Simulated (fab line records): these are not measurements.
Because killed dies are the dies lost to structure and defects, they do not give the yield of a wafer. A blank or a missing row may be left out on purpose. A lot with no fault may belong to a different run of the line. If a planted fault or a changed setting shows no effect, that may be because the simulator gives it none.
Which tool was responsible? / flow sky130 / 6 lots (18 wafers sampled), 1 step of a 708-step route

== WHAT EACH GAUGE READ, for each wafer ==
SKY_FIELD_ISO_THK_MEAS_04.
lot=L613; measured=day 2 01:48; on=filmMetro-04; FIELD_ISO_CVD_03_THK (nm)=164.6 165.1 165.0
lot=L615; measured=day 2 09:59; on=filmMetro-01; FIELD_ISO_CVD_03_THK (nm)=164.9 164.1 164.5
lot=L618; measured=day 3 00:53; on=filmMetro-01; FIELD_ISO_CVD_03_THK (nm)=167.0 165.8 165.6
lot=L621; measured=day 3 17:44; on=filmMetro-01; FIELD_ISO_CVD_03_THK (nm)=167.7 168.4 166.7
lot=L624; measured=day 4 06:43; on=filmMetro-03; FIELD_ISO_CVD_03_THK (nm)=163.9 164.6 163.9
lot=L628; measured=day 5 07:05; on=filmMetro-03; FIELD_ISO_CVD_03_THK (nm)=169.3 168.2 168.5

== WHAT TOOL EACH LOT RAN ON (gives the tool, then ch and the chambers of the sampled wafers, and finally the start) ==
Record: no process step prior to these readings.

== THE ANSWER, worked out from the rows above alone ==
Rule: what is usual is taken from the lots themselves. The widest of any qualifying gaps counts: lots, ordered by their means at a reading, are off when they make up no more than a third of the lots, leave a main group of 4 or more, and stand apart from it by 3 or more times the standard deviation of that group's means. Not used: any main group whose means are identical at the precision the tables above print for the reading. Also off: a lot with no number at a reading for which 4 or more lots have one. All remaining lots with rows at the step are treated as sound.
No lot is off at any reading shown: from this, nothing can be told.

== WHAT HAD BEEN PUT IN BY THE SIMULATOR ==
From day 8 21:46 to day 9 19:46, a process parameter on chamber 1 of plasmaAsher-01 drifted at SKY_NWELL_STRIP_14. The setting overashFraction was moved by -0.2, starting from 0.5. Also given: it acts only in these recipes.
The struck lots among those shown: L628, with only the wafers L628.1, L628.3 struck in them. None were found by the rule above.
